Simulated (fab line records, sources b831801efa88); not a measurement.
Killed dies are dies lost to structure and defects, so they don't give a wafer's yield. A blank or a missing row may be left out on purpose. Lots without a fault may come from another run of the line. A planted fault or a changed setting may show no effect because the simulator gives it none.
One fault seen from 2 desks | flow gf180mcu | each desk has only its own numbers; what lay behind them comes last

THE TOOL OWNER'S DESK: furnace-01
The tool's own readings at GF_STI_OXIDATION_29 (stabilise 600 s, purge 300 s, target thk 10 nm): means of the sampled wafers that have a number, for each lot that ran on this tool. A lot is out of limits, marked OUT, if its mean lies more than 4 standard deviations from the usual mean; the brackets give that distance.
Columns: A = ox_temp_c_max at GF_STI_OXIDATION_29, usual 905.1; B = spike_tc_bottom_C at GF_STI_OXIDATION_29, usual 920.5 C; C = zone_power_top_pct at GF_STI_OXIDATION_29, usual 34 %
lot  | first seen here | A     | B     | C
L963 | day 2 04:52     | 902.7 | 923.2 | 27
L966 | day 2 22:05     | 903.9 | 923.3 | 27
L970 | day 3 16:43     | 903.0 | 922.5 | 27
L972 | day 4 04:28     | 904.0 | 922.8 | 27
L973 | day 4 07:23     | 903.7 | 923.1 | 27
L985 | day 6 23:04     | 902.9 | 923.0 | 27
This desk's finding: nothing out of limits on any of the 6 lots.

THE METROLOGY DESK
What the gauges read, lot by lot, whatever tool the lot ran on: means of the sampled wafers that have a number. A lot is out of limits, marked OUT, if its mean lies more than 4 standard deviations from the usual mean; the brackets give that distance.
Columns: A = INCOMING_BOW at GF_STI_BOW_MEAS_00, usual -1 um; B = STI_OXIDATION_02_THK at GF_STI_THK_MEAS_30, usual 10.02 nm; C = LVPWELL_OVL at GF_LVPWELL_OVL_MEAS_07, usual -0.2 nm; D = MVSD_OVL at GF_MVSD_OVL_MEAS_07, usual -1.3 nm
lot  | first seen here | A  | B                | C    | D
L963 | day 1 10:04     | -1 | 9.94             | -0.1 | -1.9
L964 | day 1 15:02     | -3 | 9.94             | -2.6 | -0.7
L966 | day 2 01:02     | -5 | 9.87             | -1.1 | -0.8
L968 | day 2 11:02     | -0 | 10.22            | 1.1  | -2.7
L970 | day 2 21:01     | -1 | 11.08 (+4.8) OUT | -1.0 | -0.5
L972 | day 3 07:02     | -6 | 11.57 (+7.0) OUT | 0.6  | -3.8
L973 | day 3 12:00     | -2 | 11.35 (+6.0) OUT | -0.4 | -1.1
L977 | day 4 08:00     | -3 | 9.99             | 2.0  | -1.2
L980 | day 4 23:00     | 0  | 9.77             | -1.7 | 0.4
L982 | day 5 09:01     | 4  | 9.85             | -2.7 | -1.7
L983 | day 5 14:01     | 3  | 9.64             | 1.0  | 0.2
L984 | day 5 19:01     | 2  | 9.88             | 1.1  | -0.9
L985 | day 6 00:02     | -1 | 10.25            | 0.2  | -1.8
L986 | day 6 05:00     | -0 | 10.23            | -0.2 | -3.2
This desk's finding: out of limits on L970, L972, L973; first on L970, day 3 18:07 (STI_OXIDATION_02_THK at GF_STI_THK_MEAS_30). In limits: L963, L964, L966, L968, L977, L980, L982, L983, L984, L985, L986.

PUT TOGETHER
The metrology desk could have raised an alarm at day 3 18:07, on L970, L972, L973.
The tool owner's desk saw nothing out of limits.
The tool owner's desk has L970, L972, L973 on record, within its limits.
Of the lots named, all ran GF_STI_OXIDATION_29 on furnace-01.

WHAT THE SIMULATOR HAD PUT IN
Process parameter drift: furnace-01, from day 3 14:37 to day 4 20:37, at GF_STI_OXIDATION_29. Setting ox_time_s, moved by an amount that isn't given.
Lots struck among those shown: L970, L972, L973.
Hours from the fault's start to each desk's first reading out of limits: the metrology desk, 4.
